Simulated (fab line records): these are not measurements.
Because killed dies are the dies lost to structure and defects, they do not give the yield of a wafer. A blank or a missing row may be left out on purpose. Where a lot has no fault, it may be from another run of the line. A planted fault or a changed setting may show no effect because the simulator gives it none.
Chamber matching | flow sky130 | cmp-02 running SKY_LI_CONTACT_CMP_24: 4 sister chambers
The step polishes, stops on PSG, t overpolish 20 s, target thk 0 nm. 18 wafers are shown with their chamber, then 9 later ones without.

WAFERS PAIRED WITH THEIR CHAMBERS
wafer  | chamber | motorCurrentA (A) | timeToEndpointS (s) | overpolishRunS (s)
L741.1 | 0       | 9.4               | 92                  | 19.990
L741.5 | 0       | 9.4               | 92                  | 20.001
L741.6 | 1       | 10.7              | 101                 | 19.998
L742.2 | 3       | 11.7              | 91                  | 19.989
L742.3 | 2       | 11.4              | 92                  | 20.010
L742.4 | 1       | 10.9              | 101                 | 19.998
L743.2 | 2       | 11.6              | 97                  | 20.008
L743.3 | 1       | 10.7              | 101                 | 19.988
L743.5 | 1       | 10.7              | 108                 | 19.997
L745.2 | 0       | 9.7               | 91                  | 19.997
L745.4 | 3       | 11.7              | 93                  | 19.977
L745.5 | 0       | 9.3               | 95                  | 20.018
L746.1 | 1       | 10.8              | 103                 | 20.006
L746.4 | 3       | 12.0              | 92                  | 19.990
L746.6 | 3       | 11.3              | 96                  | 19.989
L749.3 | 3       | 11.2              | 93                  | 20.007
L749.4 | 2       | 10.9              | 93                  | 19.996
L749.5 | 2       | 11.3              | 94                  | 19.998

SIGNATURES (averages over the wafers above)
reading         | chamber 0 | chamber 1 | chamber 2 | chamber 3 | scatter within a chamber
motorCurrentA   | 9.450     | 10.760    | 11.300    | 11.580    | 0.241
timeToEndpointS | 92.50     | 102.80    | 94.00     | 93.00     | 2.3
overpolishRunS  | 20.00150  | 19.99740  | 20.00300  | 19.99040  | 0.00924
Rule: a wafer's distance from a chamber is the root of the sum, over the readings, of the square of ((its reading less the chamber's mean) divided by the reading's scatter). The wafer belongs to the nearest chamber; if the next one is less than 2 further off, it can't be placed. The scatter: take each reading less its chamber's mean, square it, sum over the shown wafers, divide by the number of wafers less the number of chambers, and take the root.

WAFERS MISSING THEIR CHAMBER
wafer  | motorCurrentA (A) | timeToEndpointS (s) | overpolishRunS (s)
L750.2 | 11.4              | 90                  | 20.008
L750.3 | 9.7               | 92                  | 20.001
L750.6 | 10.0              | 90                  | 20.009
L751.3 | 11.9              | 92                  | 19.988
L751.5 | 9.7               | 91                  | 20.003
L751.6 | 11.7              | 90                  | 20.007
L756.1 | 11.9              | 91                  | 20.006
L756.4 | 11.6              | 93                  | 19.992
L756.5 | 10.0              | 94                  | 19.988

WHICH CHAMBER EACH ONE RAN IN
wafer  | from the rows above     | in truth
L750.2 | can't be placed: 2 or 3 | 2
L750.3 | 0                       | 0
L750.6 | 0                       | 0
L751.3 | can't be placed: 3 or 2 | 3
L751.5 | 0                       | 0
L751.6 | can't be placed: 3 or 2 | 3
L756.1 | can't be placed: 3 or 2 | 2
L756.4 | can't be placed: 3 or 2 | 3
L756.5 | 0                       | 0
Correctly placed: 4 of 9. Cannot be placed on the basis of these rows: 5; the candidates contain the true chamber in 5. Wrongly placed: 0.
